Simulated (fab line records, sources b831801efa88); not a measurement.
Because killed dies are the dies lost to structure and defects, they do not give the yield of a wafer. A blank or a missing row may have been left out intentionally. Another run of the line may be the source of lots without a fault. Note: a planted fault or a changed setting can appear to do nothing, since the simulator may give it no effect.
Which tool is to blame? | flow sky130 | Sampling: 11 lots, 31 wafers, 5 of 708 route steps

## WHAT THE GAUGES READ, wafer by wafer
SKY_PASSIVATION_THK_MEAS_03. Usual: PASSIVATION_CVD_02_THK 540 nm, standard deviation 6.6.
lot  | measured     | on            | PASSIVATION_CVD_02_THK (nm) | flag
L387 | day 42 18:22 | film_metro-02 | 538 540 543                 |
L388 | day 43 17:53 | film_metro-02 | 528 532 539                 |
L389 | day 44 14:38 | film_metro-04 | 532 538 546                 |
L390 | day 45 07:04 | film_metro-03 | 537 549 545                 |
L392 | day 45 11:44 | film_metro-02 | 529 546 536                 |
L397 | day 47 01:42 | film_metro-04 | 530 531 542                 |
L398 | day 47 05:04 | film_metro-03 | 540 550 549                 |
L400 | day 48 12:29 | film_metro-02 | 532 533 542                 |
L403 | day 48 14:20 | film_metro-03 | 539 538 551                 |
L404 | day 48 18:10 | film_metro-04 | 533 428                     | OFF
L407 | day 49 06:05 | film_metro-02 | 530 422                     | OFF

## WHAT TOOL EACH LOT RAN ON (gives the tool, then ch and the chambers of the sampled wafers, and finally the start)
lot  | SKY_METAL5_SPUTTER_02        | SKY_METAL5_SPUTTER_03        | SKY_METAL5_STRIP_16                  | SKY_PASSIVATION_CVD_02
L387 | pvd_sputter-04, day 41 17:01 | pvd_sputter-04, day 41 17:04 | plasma_asher-02 ch 0,1, day 42 17:28 | pecvd-04 ch 0,1,2, day 42 18:09
L388 | pvd_sputter-01, day 42 17:48 | pvd_sputter-01, day 42 17:51 | plasma_asher-04 ch 0,1, day 43 16:56 | pecvd-04 ch 0,2, day 43 17:39
L389 | pvd_sputter-03, day 43 13:57 | pvd_sputter-03, day 43 14:00 | plasma_asher-04 ch 0,1, day 44 13:41 | pecvd-04 ch 0,1, day 44 14:24
L390 | pvd_sputter-01, day 44 07:31 | pvd_sputter-01, day 44 07:34 | plasma_asher-04 ch 0,1, day 45 06:10 | pecvd-02 ch 0,1,2, day 45 06:50
L392 | pvd_sputter-01, day 44 13:05 | pvd_sputter-01, day 44 13:08 | plasma_asher-01 ch 0,1, day 45 10:44 | pecvd-02 ch 0,1,2, day 45 11:31
L397 | pvd_sputter-01, day 46 04:04 | pvd_sputter-01, day 46 04:07 | plasma_asher-02 ch 0, day 47 00:44   | pecvd-03 ch 0,1,2, day 47 01:28
L398 | pvd_sputter-04, day 46 07:22 | pvd_sputter-04, day 46 07:25 | plasma_asher-02 ch 0, day 47 04:08   | pecvd-04 ch 0,1, day 47 04:50
L400 | pvd_sputter-01, day 47 17:13 | pvd_sputter-01, day 47 17:16 | plasma_asher-01 ch 0, day 48 11:32   | pecvd-02 ch 0,1,2, day 48 12:15
L403 | pvd_sputter-01, day 47 18:34 | pvd_sputter-01, day 47 18:37 | plasma_asher-04 ch 0,1, day 48 13:26 | pecvd-04 ch 1,2, day 48 14:06
L404 | pvd_sputter-04, day 47 21:48 | pvd_sputter-04, day 47 21:51 | plasma_asher-01 ch 0,1, day 48 17:16 | pecvd-02 ch 0,2, day 48 17:55
L407 | pvd_sputter-04, day 48 10:35 | pvd_sputter-04, day 48 10:38 | plasma_asher-04 ch 0, day 49 05:11   | pecvd-02 ch 1, day 49 05:52
- SKY_METAL5_SPUTTER_02: material AlCu, target thk 1150 nm, time 61.2 s.
- SKY_METAL5_SPUTTER_03: material Ti, target thk 5 nm, time 3.3 s.
- SKY_METAL5_STRIP_16: strips in O2/N2.
- SKY_PASSIVATION_CVD_02: deposits Si3N4, target thk 540 nm.

## WHAT THE TOOLS THEMSELVES READ (means of the sampled wafers that have a number; where no wafer has one, the mark that the record gives instead)
SKY_METAL5_SPUTTER_02. Usual: 30.2 % for throttle_valve_pct, sd 1.2.
lot  | tool           | throttle_valve_pct (%) | flag
L387 | pvd_sputter-04 | 30.4                   |
L388 | pvd_sputter-01 | 30.4                   |
L389 | pvd_sputter-03 | 30.4                   |
L390 | pvd_sputter-01 | 29.9                   |
L392 | pvd_sputter-01 | 30.7                   |
L397 | pvd_sputter-01 | 32.2                   |
L398 | pvd_sputter-04 | 29.6                   |
L400 | pvd_sputter-01 | 30.2                   |
L403 | pvd_sputter-01 | 31.9                   |
L404 | pvd_sputter-04 | 31.1                   |
L407 | pvd_sputter-04 | 29.4                   |

SKY_METAL5_SPUTTER_03. Usual: 30.2 % for throttle_valve_pct, sd 1.2.
lot  | tool           | throttle_valve_pct (%) | flag
L387 | pvd_sputter-04 | 30.2                   |
L388 | pvd_sputter-01 | 30.3                   |
L389 | pvd_sputter-03 | 30.4                   |
L390 | pvd_sputter-01 | 30.1                   |
L392 | pvd_sputter-01 | 30.9                   |
L397 | pvd_sputter-01 | 31.9                   |
L398 | pvd_sputter-04 | 29.5                   |
L400 | pvd_sputter-01 | 30.4                   |
L403 | pvd_sputter-01 | 31.8                   |
L404 | pvd_sputter-04 | 31.0                   |
L407 | pvd_sputter-04 | 29.6                   |

SKY_METAL5_STRIP_16. Usual: chamber_pressure_mTorr 1500.0 mTorr, standard deviation 1.3; drypump_motor_current_A 5.9 A, standard deviation 0.52; oes_product_au 0.710 a.u., standard deviation 0.0043; strip_time_to_endpoint_s 13.12 s, standard deviation 0.088.
lot  | tool            | chamber_pressure_mTorr (mTorr) | drypump_motor_current_A (A) | oes_product_au (a.u.) | strip_time_to_endpoint_s (s) | flag
L387 | plasma_asher-02 | 1499.9                         | 6.4                         | 0.707                 | 12.98                        |
L388 | plasma_asher-04 | 1499.9                         | 5.9                         | 0.712                 | 12.99                        |
L389 | plasma_asher-04 | 1500.0                         | 5.9                         | 0.707                 | 13.13                        |
L390 | plasma_asher-04 | 1501.7                         | 5.5                         | 0.712                 | 13.04                        |
L392 | plasma_asher-01 | 1500.9                         | 5.7                         | 0.713                 | 13.17                        |
L397 | plasma_asher-02 | 1501.1                         | 6.4                         | 0.708                 | 13.19                        |
L398 | plasma_asher-02 | 1499.5                         | 6.4                         | 0.711                 | 13.16                        |
L400 | plasma_asher-01 | 1500.2                         | 5.4                         | 0.708                 | 13.11                        |
L403 | plasma_asher-04 | 1499.9                         | 5.9                         | 0.709                 | 13.18                        |
L404 | plasma_asher-01 | 1499.9                         | 5.6                         | 0.708                 | 12.99                        |
L407 | plasma_asher-04 | 1499.2                         | 6.3                         | 0.710                 | 13.13                        |

SKY_PASSIVATION_CVD_02. Usual: 724 W for heater_power_w, sd 98.
lot  | tool     | heater_power_w (W) | flag
L387 | pecvd-04 | 685                |
L388 | pecvd-04 | 651                |
L389 | pecvd-04 | 736                |
L390 | pecvd-02 | 688                |
L392 | pecvd-02 | 713                |
L397 | pecvd-03 | 812                |
L398 | pecvd-04 | 683                |
L400 | pecvd-02 | 732                |
L403 | pecvd-04 | 782                |
L404 | pecvd-02 | 672                |
L407 | pecvd-02 | 890                |

## THE ANSWER, worked out from the rows above alone
Rule: take the mean of a lot's wafers that have a number; if it is more than 3 standard deviations from the usual mean, the lot is off. A lot without any number at a reading at which 4 lots or more have one is off too. Where the step has rows for the other lots, those lots are counted as sound. Order of review: gauges by route order, followed by the tools' own readings, for which a lot's mean as printed above is used. At the first step where some lot is off, the reading lying furthest off is the one used; lots without a number count as furthest.
Off: at SKY_PASSIVATION_THK_MEAS_03 (PASSIVATION_CVD_02_THK), L404, L407.
If a tool, at a process step before that reading, ran all the lots that are off and no sound lot after the first of them, it fits. Those tools and the gauges at SKY_PASSIVATION_THK_MEAS_03 are tried in the same way. 2 tools fit, pvd_sputter-04 at SKY_METAL5_SPUTTER_02 and SKY_METAL5_SPUTTER_03 and pecvd-02 at SKY_PASSIVATION_CVD_02, so this cannot tell which one it is.

## WHAT THE SIMULATOR PUT IN
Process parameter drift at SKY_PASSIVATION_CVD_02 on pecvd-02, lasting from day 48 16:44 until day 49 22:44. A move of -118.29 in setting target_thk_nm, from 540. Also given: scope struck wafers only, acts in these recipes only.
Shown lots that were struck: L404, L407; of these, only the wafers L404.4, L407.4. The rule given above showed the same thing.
